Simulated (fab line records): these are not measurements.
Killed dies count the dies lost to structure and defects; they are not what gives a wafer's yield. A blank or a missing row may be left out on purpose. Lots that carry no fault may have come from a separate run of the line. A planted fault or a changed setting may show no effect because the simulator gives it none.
Which tool was responsible?    flow sky130    10 lots with 30 wafers sampled at 5 steps, on a route of 708 steps

== WHAT EACH GAUGE READ, for each wafer ==
SKY_VIA3_CD_MEAS_12 targets a cd of 200 nm. Usual: cd_nm 200.0 nm, standard deviation 1.5.
lot   measured      on         cd_nm (nm)         flag
L578  day 39 23:51  cd_sem-02  201.9 199.7 199.3  
L580  day 42 00:44  cd_sem-01  203.7 203.5 204.1  
L584  day 42 14:40  cd_sem-02  199.3 199.1 199.5  
L586  day 42 18:35  cd_sem-02  198.8 199.5 198.8  
L587  day 43 10:14  cd_sem-02  200.8 201.2 200.5  
L591  day 43 23:17  cd_sem-02  202.7 202.2 202.3  
L592  day 44 07:30  cd_sem-01  201.7 200.2 200.8  
L595  day 44 21:01  cd_sem-02  200.9 201.8 201.1  
L597  day 45 14:25  cd_sem-01  198.2 198.7 198.4  
L599  day 45 21:26  cd_sem-02  198.9 198.4 198.9  

SKY_VIA3_RS_MEAS_22: uses a four-point probe to measure. Usual: for VIA3_W_RS the level is 0.294 ohm/sq and the standard deviation is 0.0032.
lot   measured      on             VIA3_W_RS (ohm/sq)    flag
L578  day 40 00:55  film_metro-04  0.295 0.296 0.294     
L580  day 42 01:48  film_metro-02  0.290 0.289 0.294     
L584  day 42 15:47  film_metro-01  0.291 0.295 0.298     
L586  day 42 19:40  film_metro-04  0.292 0.290 0.295     
L587  day 43 11:16  film_metro-02  0.293 0.295 0.292     
L591  day 44 00:19  film_metro-02  57.822 59.696 59.005  OFF
L592  day 44 08:32  film_metro-02  58.267 59.039 58.663  OFF
L595  day 44 22:03  film_metro-02  0.288 0.293 0.293     
L597  day 45 15:28  film_metro-01  0.296 0.291 0.293     
L599  day 45 22:28  film_metro-02  0.291 0.292 0.297     

SKY_VIA3_THK_MEAS_23: measures by xrf. Usual: for VIA3_W_THK the level is 394 nm and the standard deviation is 5.
lot   measured      on             VIA3_W_THK (nm)  flag
L578  day 40 01:02  film_metro-04  390 391 390      
L580  day 42 01:53  film_metro-02  401 403 398      
L584  day 42 15:53  film_metro-01  402 394 386      
L586  day 42 19:46  film_metro-04  398 399 393      
L587  day 43 11:23  film_metro-02  395 390 396      
L591  day 44 00:26  film_metro-02  - - -            OFF
L592  day 44 08:39  film_metro-02  - - <0           OFF
L595  day 44 22:10  film_metro-02  399 395 395      
L597  day 45 15:35  film_metro-01  389 396 391      
L599  day 45 22:35  film_metro-02  395 394 389      

== WHAT TOOL EACH LOT RAN ON (gives the tool, then ch and the chambers of the sampled wafers, and finally the start) ==
lot   SKY_METAL3_ETCH_16                 SKY_VIA3_CVD_21
L578  rie_metal-01 ch 0, day 38 21:39    cvd_w-02 ch 1, day 40 00:47
L580  rie_metal-04 ch 0,1, day 40 22:58  cvd_w-02 ch 0,1, day 42 01:39
L584  rie_metal-01 ch 0,1, day 41 13:47  cvd_w-02 ch 0,1, day 42 15:40
L586  rie_metal-04 ch 0,1, day 41 18:11  cvd_w-02 ch 0,1, day 42 19:32
L587  rie_metal-01 ch 0,1, day 42 09:33  cvd_w-01 ch 0,1, day 43 11:08
L591  rie_metal-03 ch 0,1, day 42 23:46  cvd_w-02 ch 0,1, day 44 00:11
L592  rie_metal-03 ch 0,1, day 43 07:48  cvd_w-01 ch 0,1, day 44 08:25
L595  rie_metal-01 ch 0,1, day 43 21:21  cvd_w-01 ch 0,1, day 44 21:56
L597  rie_metal-04 ch 0, day 44 15:25    cvd_w-02 ch 0, day 45 15:21
L599  rie_metal-03 ch 0,1, day 44 23:15  cvd_w-02 ch 0,1, day 45 22:21
- SKY_METAL3_ETCH_16: etches BARC in N2/H2, stops on SiO2, time 88.2 s, target depth 60 nm.
- SKY_VIA3_CVD_21: deposits W, target thk 390 nm, time 117.31 s.

== AS READ BY THE TOOLS THEMSELVES (means over the sampled wafers that have a number; for cases with no such wafer, the mark the record gives instead) ==
SKY_METAL3_ETCH_16. Usual: bias_w 100.03 W, standard deviation 0.27; drypump_motor_current_A 5.2 A, standard deviation 0.4; he_backside_leak_sccm 3.32 sccm, standard deviation 0.19; n2_flow_sccm 99.99 sccm, standard deviation 0.28; oes_product_au 0.626 a.u., standard deviation 0.005; throttle_valve_pct 13.204 %, standard deviation 0.0092.
lot   tool          bias_w (W)  drypump_motor_current_A (A)  he_backside_leak_sccm (sccm)  n2_flow_sccm (sccm)  oes_product_au (a.u.)  throttle_valve_pct (%)  flag
L578  rie_metal-01  100.06      5.3                          3.34                          100.14               0.627                  13.201                  
L580  rie_metal-04  100.04      5.7                          3.34                          99.87                0.628                  13.210                  
L584  rie_metal-01  99.84       4.9                          3.17                          100.00               0.624                  13.197                  
L586  rie_metal-04  100.11      5.7                          3.20                          100.16               0.630                  13.212                  
L587  rie_metal-01  100.10      5.1                          3.21                          100.12               0.626                  13.202                  
L591  rie_metal-03  100.04      4.9                          3.23                          100.00               0.623                  13.203                  
L592  rie_metal-03  100.04      5.0                          3.30                          99.91                0.627                  13.205                  
L595  rie_metal-01  100.14      5.1                          3.11                          100.02               0.621                  13.205                  
L597  rie_metal-04  100.06      5.9                          3.16                          100.26               0.623                  13.213                  
L599  rie_metal-03  100.10      5.0                          3.32                          99.87                0.630                  13.206                  

SKY_VIA3_CVD_21. Usual: chamber_pressure_Torr 39.98 Torr, standard deviation 0.08; heater_power_outer_w 520 W, standard deviation 50; heater_power_w 873 W, standard deviation 120.
lot   tool      chamber_pressure_Torr (Torr)  heater_power_outer_w (W)  heater_power_w (W)  flag
L578  cvd_w-02  40.06                         581                       1027                
L580  cvd_w-02  40.03                         508                       868                 
L584  cvd_w-02  39.98                         544                       942                 
L586  cvd_w-02  39.87                         514                       877                 
L587  cvd_w-01  39.96                         485                       782                 
L591  cvd_w-02  -                             -                         -                   OFF
L592  cvd_w-01  -                             -                         -                   OFF
L595  cvd_w-01  39.93                         505                       821                 
L597  cvd_w-02  39.99                         489                       779                 
L599  cvd_w-02  39.98                         563                       939                 

== THE ANSWER, worked out from the rows above alone ==
Rule: a lot is off if the mean of its wafers that have a number lies more than 3 standard deviations from the usual mean. Also off: a lot with no number at a reading for which 4 or more lots have one. All remaining lots with rows at the step are treated as sound. First the gauges in route order, then the tools' own readings, where a lot's mean is used as printed above. The first step at which some lot is off is used, and at that step the reading that is off furthest; a lot without a number counts as furthest.
Off: L591, L592, at SKY_VIA3_RS_MEAS_22 (VIA3_W_RS).
If a tool, at a process step before that reading, ran all the lots that are off and no sound lot after the first of them, it fits. The gauges at SKY_VIA3_RS_MEAS_22 aren't tried: what is off there is off at SKY_VIA3_CVD_21 too, on other tools, and a gauge's error can't cause that. Of those tried, none fits.

== WHAT WAS PUT IN BY THE SIMULATOR ==
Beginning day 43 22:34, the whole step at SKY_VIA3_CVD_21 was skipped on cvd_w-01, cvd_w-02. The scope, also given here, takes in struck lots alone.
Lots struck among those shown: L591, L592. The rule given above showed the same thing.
